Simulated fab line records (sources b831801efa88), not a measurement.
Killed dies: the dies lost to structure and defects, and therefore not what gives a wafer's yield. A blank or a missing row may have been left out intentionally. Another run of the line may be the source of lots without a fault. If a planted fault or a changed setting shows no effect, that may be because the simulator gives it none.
Matching of chambers + flow sky130 + rie_diel-04 running SKY_CONTACT_ETCH_17: 4 sister chambers
The step etches SiO2 in C4F8/O2/Ar, stops on Si3N4, target depth 340 nm. 18 wafers are shown with their chamber, then 9 later ones without.

## WAFERS WITH THEIR CHAMBER
| wafer  | chamber | oes_product_au (a.u.) |
|--------|---------|-----------------------|
| L075.2 | 0       | 0.898                 |
| L075.4 | 1       | 0.899                 |
| L075.6 | 1       | 0.876                 |
| L079.2 | 2       | 0.890                 |
| L079.3 | 0       | 0.890                 |
| L079.6 | 1       | 0.893                 |
| L081.3 | 0       | 0.895                 |
| L081.5 | 2       | 0.886                 |
| L081.6 | 1       | 0.901                 |
| L083.2 | 1       | 0.894                 |
| L083.4 | 3       | 0.887                 |
| L083.5 | 3       | 0.887                 |
| L086.1 | 1       | 0.901                 |
| L086.2 | 2       | 0.895                 |
| L086.3 | 3       | 0.899                 |
| L089.1 | 1       | 0.896                 |
| L089.4 | 2       | 0.900                 |
| L089.5 | 2       | 0.895                 |

SIGNATURES (means of the wafers above)
| reading        | chamber 0 | chamber 1 | chamber 2 | chamber 3 | scatter within a chamber |
|----------------|-----------|-----------|-----------|-----------|--------------------------|
| oes_product_au | 0.89433   | 0.89429   | 0.89320   | 0.89100   | 0.00705                  |
Rule: a wafer lies at a distance from a chamber equal to the root of the sum of squares, over the readings, of (its reading less the chamber's mean, divided by the reading's scatter). If the next closest chamber is less than 2 further off than the closest, the wafer can't be placed; otherwise it belongs to the closest. The scatter: the root of (the sum of the squares of (reading less its chamber's mean) over the shown wafers, divided by (wafers less chambers)).

## WAFERS WITHOUT THEIR CHAMBER
| wafer  | oes_product_au (a.u.) |
|--------|-----------------------|
| L090.2 | 0.889                 |
| L090.3 | 0.894                 |
| L090.4 | 0.901                 |
| L091.1 | 0.898                 |
| L091.2 | 0.888                 |
| L091.6 | 0.884                 |
| L092.1 | 0.891                 |
| L092.3 | 0.895                 |
| L092.6 | 0.894                 |

## THE CHAMBER EACH PASSED THROUGH
| wafer  | from the rows above               | in truth |
|--------|-----------------------------------|----------|
| L090.2 | can't be placed: 3 or 2 or 1 or 0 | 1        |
| L090.3 | can't be placed: 1 or 0 or 2 or 3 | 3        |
| L090.4 | can't be placed: 0 or 1 or 2 or 3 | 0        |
| L091.1 | can't be placed: 0 or 1 or 2 or 3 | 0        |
| L091.2 | can't be placed: 3 or 2 or 1 or 0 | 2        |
| L091.6 | can't be placed: 3 or 2 or 1 or 0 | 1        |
| L092.1 | can't be placed: 3 or 2 or 1 or 0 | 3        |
| L092.3 | can't be placed: 0 or 1 or 2 or 3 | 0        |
| L092.6 | can't be placed: 1 or 0 or 2 or 3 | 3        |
Correctly placed: 0 of 9. Unplaceable from these rows: 9, with the true chamber sitting among the candidates in 9. 0 placed wrongly.
